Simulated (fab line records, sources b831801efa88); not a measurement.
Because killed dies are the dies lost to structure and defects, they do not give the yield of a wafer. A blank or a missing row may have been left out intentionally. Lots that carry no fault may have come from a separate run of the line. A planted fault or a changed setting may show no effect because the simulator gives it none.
Which tool is to blame? :: flow sky130 :: 15 lots (45 wafers sampled), 1 step of a 708-step route

## WHAT THE GAUGES READ, wafer by wafer
SKY_VIA2_CD_MEAS_12 targets a cd of 200 nm. Usual: cdNm at 200.1 nm, with a standard deviation of 1.5.
lot: L967
measured: day 36 14:14
on: cdSem-01
cdNm (nm): 200.8 201.5 200.9
flag: 

lot: L968
measured: day 36 20:35
on: cdSem-01
cdNm (nm): 201.6 202.1 200.7
flag: 

lot: L969
measured: day 37 08:07
on: cdSem-01
cdNm (nm): 200.3 201.5 202.0
flag: 

lot: L970
measured: day 37 14:54
on: cdSem-01
cdNm (nm): 198.6 198.3 198.4
flag: 

lot: L971
measured: day 37 15:32
on: cdSem-01
cdNm (nm): 199.3 199.7 198.3
flag: 

lot: L972
measured: day 37 19:02
on: cdSem-01
cdNm (nm): 201.0 200.7 199.7
flag: 

lot: L974
measured: day 38 16:15
on: cdSem-02
cdNm (nm): 200.7 199.2 199.0
flag: 

lot: L975
measured: day 38 17:22
on: cdSem-01
cdNm (nm): 200.8 200.0 202.1
flag: 

lot: L977
measured: day 39 10:27
on: cdSem-02
cdNm (nm): 200.7 201.0 201.0
flag: 

lot: L980
measured: day 40 08:18
on: cdSem-01
cdNm (nm): 200.0 199.4 199.5
flag: 

lot: L981
measured: day 40 13:29
on: cdSem-01
cdNm (nm): 200.6 199.3 200.5
flag: 

lot: L982
measured: day 40 17:50
on: cdSem-02
cdNm (nm): 204.4 203.4 203.2
flag: 

lot: L988
measured: day 42 13:01
on: cdSem-02
cdNm (nm): 196.8 196.7 196.9
flag: 

lot: L989
measured: day 42 18:08
on: cdSem-01
cdNm (nm): 201.6 200.0 200.6
flag: 

lot: L990
measured: day 43 03:07
on: cdSem-01
cdNm (nm): 197.5 199.6 199.5
flag: 

## WHAT TOOL EACH LOT RAN ON (gives the tool, then ch and the chambers of the sampled wafers, and finally the start)
No process step before these readings appears in the record.

## AS READ BY THE TOOLS THEMSELVES (means over the sampled wafers that have a number; for cases with no such wafer, the mark the record gives instead)
The record holds no such reading with a usual standard deviation.

## THE ANSWER, worked out from the rows above alone
Rule: a lot is off if the mean of its wafers that have a number lies more than 3 standard deviations from the usual mean. A lot without any number at a reading at which 4 lots or more have one is off too. Any other lot the step has rows for is counted as sound. Order of review: gauges by route order, followed by the tools' own readings, for which a lot's mean as printed above is used. The first step at which some lot is off is used, and at that step the reading that is off furthest; a lot without a number counts as furthest.
Nothing can be told from this: no lot is off at any reading shown.

## WHAT HAD BEEN PUT IN BY THE SIMULATOR
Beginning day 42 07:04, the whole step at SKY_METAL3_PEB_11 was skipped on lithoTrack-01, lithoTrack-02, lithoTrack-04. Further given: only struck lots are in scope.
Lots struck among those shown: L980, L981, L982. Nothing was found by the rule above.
